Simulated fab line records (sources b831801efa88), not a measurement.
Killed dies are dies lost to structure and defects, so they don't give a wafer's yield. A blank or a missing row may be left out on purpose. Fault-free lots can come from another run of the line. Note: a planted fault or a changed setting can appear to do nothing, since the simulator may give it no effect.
Matching of chambers | flow gf180mcu | GF_V1_ETCH_16 on rie_diel-01 has 4 sister chambers
The step etches BARC in N2/H2. 8 wafers are shown with their chamber, then 7 later ones without.

EACH WAFER AND ITS CHAMBER
wafer  | chamber | drypump_motor_current_A (A) | h2_flow_sccm (sccm)
L568.4 | 1       | 5.8                         | 199.4
L568.6 | 1       | 5.8                         | 199.6
L571.4 | 3       | 5.4                         | 200.9
L573.1 | 0       | 5.9                         | 200.6
L573.4 | 2       | 6.1                         | 200.3
L573.5 | 2       | 6.0                         | 199.2
L582.2 | 0       | 6.0                         | 199.7
L582.5 | 3       | 5.4                         | 200.0

WAFERS WITHOUT THEIR CHAMBER
wafer  | drypump_motor_current_A (A) | h2_flow_sccm (sccm)
L582.6 | 5.9                         | 199.7
L583.1 | 5.7                         | 200.3
L583.3 | 5.9                         | 199.4
L583.4 | 5.4                         | 199.7
L589.1 | 6.1                         | 200.7
L589.2 | 5.4                         | 200.5
L589.3 | 5.8                         | 199.9

THE CHAMBER EACH PASSED THROUGH
wafer  | from the rows above          | in truth
L582.6 | can't be placed: 0 or 1 or 2 | 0
L583.1 | 1                            | 1
L583.3 | can't be placed: 0 or 1 or 2 | 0
L583.4 | 3                            | 3
L589.1 | can't be placed: 2 or 0      | 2
L589.2 | 3                            | 3
L589.3 | 1                            | 1
4 of 7 placed correctly. Cannot be placed on the basis of these rows: 3; the candidates contain the true chamber in 3. 0 placed wrongly.
How it was worked out, from the rows above alone: a wafer's distance from a chamber is the root of the sum, over the readings, of the square of ((its reading less the chamber's mean) divided by the reading's scatter). The wafer belongs to the nearest chamber; if the next one is less than 2 further off, it can't be placed. For every chamber, the mean is computed from those of its wafers that are shown. The scatter: the root of (the sum of the squares of (reading less its chamber's mean) over the shown wafers, divided by (wafers less chambers)).
